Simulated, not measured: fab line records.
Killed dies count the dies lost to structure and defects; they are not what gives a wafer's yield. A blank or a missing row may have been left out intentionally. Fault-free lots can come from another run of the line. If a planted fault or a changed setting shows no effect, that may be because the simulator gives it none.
Which of the tools did it? | flow gf180mcu | 42 wafers from 14 lots sampled at 4 of the route's 602 steps

## WHAT THE GAUGES READ, wafer by wafer
GF_M3_CD_MEAS_14: the cd target is 280 nm.
lot  | measured     | on        | cd_nm (nm)
L964 | day 22 06:33 | cd_sem-02 | 279.6 280.1 279.9
L965 | day 22 13:18 | cd_sem-02 | 276.0 276.4 275.9
L966 | day 22 18:33 | cd_sem-02 | 279.0 280.0 280.6
L967 | day 23 16:31 | cd_sem-02 | 280.2 280.2 280.2
L968 | day 24 03:17 | cd_sem-02 | 278.5 278.7 278.4
L971 | day 24 17:41 | cd_sem-02 | 279.5 281.0 281.5
L972 | day 25 11:27 | cd_sem-01 | 279.8 280.8 280.7
L973 | day 25 17:22 | cd_sem-01 | 280.1 280.3 281.8
L976 | day 26 06:29 | cd_sem-02 | 278.3 279.3 280.2
L978 | day 27 05:20 | cd_sem-01 | 280.0 280.5 280.7
L977 | day 27 06:26 | cd_sem-01 | 279.8 278.3 278.2
L982 | day 28 07:17 | cd_sem-01 | 280.3 280.7 280.0
L984 | day 28 15:20 | cd_sem-01 | 280.1 279.5 279.6
L985 | day 28 21:50 | cd_sem-01 | 277.6 279.1 278.5

GF_V3_THK_MEAS_03.
lot  | measured     | on            | V3_CVD_02_THK (nm)
L964 | day 22 07:33 | film_metro-03 | 853 853 858
L965 | day 22 14:25 | film_metro-04 | 852 839 847
L966 | day 22 19:33 | film_metro-03 | 831 855 850
L967 | day 23 17:38 | film_metro-03 | 840 862 865
L968 | day 24 04:25 | film_metro-04 | 847 852 869
L971 | day 24 18:40 | film_metro-04 | 851 863 853
L972 | day 25 12:29 | film_metro-03 | 826 843 848
L973 | day 25 18:24 | film_metro-01 | 835 849 849
L976 | day 26 07:28 | film_metro-04 | 833 859 856
L978 | day 27 06:20 | film_metro-03 | 835 849 849
L977 | day 27 07:27 | film_metro-03 | 850 862 867
L982 | day 28 08:18 | film_metro-04 | 848 838 859
L984 | day 28 16:22 | film_metro-01 | 846 838 861
L985 | day 28 22:55 | film_metro-04 | 847 836 851

GF_V3_CD_MEAS_14: the cd target is 260 nm.
lot  | measured     | on        | cd_nm (nm)
L964 | day 23 07:01 | cd_sem-02 | 259.3 260.7 259.3
L965 | day 23 13:35 | cd_sem-02 | 259.0 258.7 258.8
L966 | day 23 18:30 | cd_sem-01 | 259.9 259.8 261.8
L967 | day 24 15:48 | cd_sem-02 | 260.4 259.4 260.8
L968 | day 25 02:24 | cd_sem-01 | 259.6 259.6 259.3
L971 | day 25 16:26 | cd_sem-02 | 258.5 259.5 259.5
L972 | day 26 09:34 | cd_sem-02 | 258.1 259.3 258.7
L973 | day 26 15:53 | cd_sem-02 | 260.3 260.9 260.3
L976 | day 27 04:32 | cd_sem-01 | 262.1 260.4 260.3
L978 | day 28 02:29 | cd_sem-01 | 259.4 259.0 259.3
L977 | day 28 03:47 | cd_sem-01 | 260.3 261.3 261.1
L982 | day 29 03:17 | cd_sem-01 | 260.4 259.1 261.3
L984 | day 29 12:11 | cd_sem-01 | 259.1 258.8 258.6
L985 | day 29 18:23 | cd_sem-01 | 259.7 259.9 259.9

## WHAT TOOL EACH LOT RAN ON (gives the tool, then ch and the chambers of the sampled wafers, and finally the start)
lot  | GF_V3_DEVELOP_13
L964 | litho_track-03 ch 0, day 23 06:52
L965 | litho_track-04 ch 0, day 23 13:26
L966 | litho_track-01 ch 0, day 23 18:21
L967 | litho_track-03 ch 0, day 24 15:40
L968 | litho_track-04 ch 0, day 25 02:16
L971 | litho_track-01 ch 0, day 25 16:18
L972 | litho_track-03 ch 0, day 26 09:25
L973 | litho_track-03 ch 0, day 26 15:44
L976 | litho_track-03 ch 0, day 27 04:19
L978 | litho_track-03 ch 0, day 28 02:20
L977 | litho_track-01 ch 0, day 28 03:38
L982 | litho_track-01 ch 0, day 29 03:08
L984 | litho_track-01 ch 0, day 29 12:02
L985 | litho_track-04 ch 0, day 29 18:14
- GF_V3_DEVELOP_13: develop time 60 s.

## AS READ BY THE TOOLS THEMSELVES (means over the sampled wafers that have a number; for cases with no such wafer, the mark the record gives instead)
GF_V3_DEVELOP_13.
lot  | tool           | developer_temp_C (C)
L964 | litho_track-03 | 21.10
L965 | litho_track-04 | 20.87
L966 | litho_track-01 | 21.10
L967 | litho_track-03 | 20.94
L968 | litho_track-04 | 20.92
L971 | litho_track-01 | 21.01
L972 | litho_track-03 | 21.11
L973 | litho_track-03 | 21.07
L976 | litho_track-03 | 20.17
L978 | litho_track-03 | 20.04
L977 | litho_track-01 | 21.03
L982 | litho_track-01 | 20.94
L984 | litho_track-01 | 21.00
L985 | litho_track-04 | 20.98

## THE ANSWER, worked out from the rows above alone
Rule: the usual values come from the lots themselves. Put in order of their means at a reading, lots are off if they are a third of the lots or fewer, leave a main group of 4 or more, and stand apart from it by a gap of 3 or more times the standard deviation of the main group's means; of several such gaps the widest counts. A main group whose means are all the same, to the digits that the tables above print for the reading, isn't used. A lot without any number at a reading at which 4 lots or more have one is off too. The other lots that the step has rows for count as sound. After the gauges, taken in route order, come the tools' own readings; for these a lot's mean is taken, as printed above. The first step at which some lot is off is used, and at that step the reading that is off furthest; a lot without a number counts as furthest.
Off at GF_V3_DEVELOP_13 (developer_temp_C): L976, L978. The main group: mean 21.01 C, standard deviation 0.076.
A tool fits if, at that step or a process step before it, it ran every lot that is off, and no sound lot after the first of them. One fits: litho_track-03 at GF_V3_DEVELOP_13. Its last sound lot is L973 (day 26 15:44), its first lot that is off L976 (day 27 04:19): a fault that began between those two fits.
On the lots that are off, the tool's own readings at GF_V3_DEVELOP_13 differ by more than 5 times the standard deviation of the sound lots' means, which bears it out; developer_temp_C reads 20.11 C there versus 21.01 C on the sound lots.

## WHAT HAD BEEN PUT IN BY THE SIMULATOR
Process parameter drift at GF_V3_DEVELOP_13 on litho_track-03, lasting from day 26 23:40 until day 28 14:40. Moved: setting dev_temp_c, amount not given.
Struck lots among those shown: L976, L978. This agrees with what the rule above found.
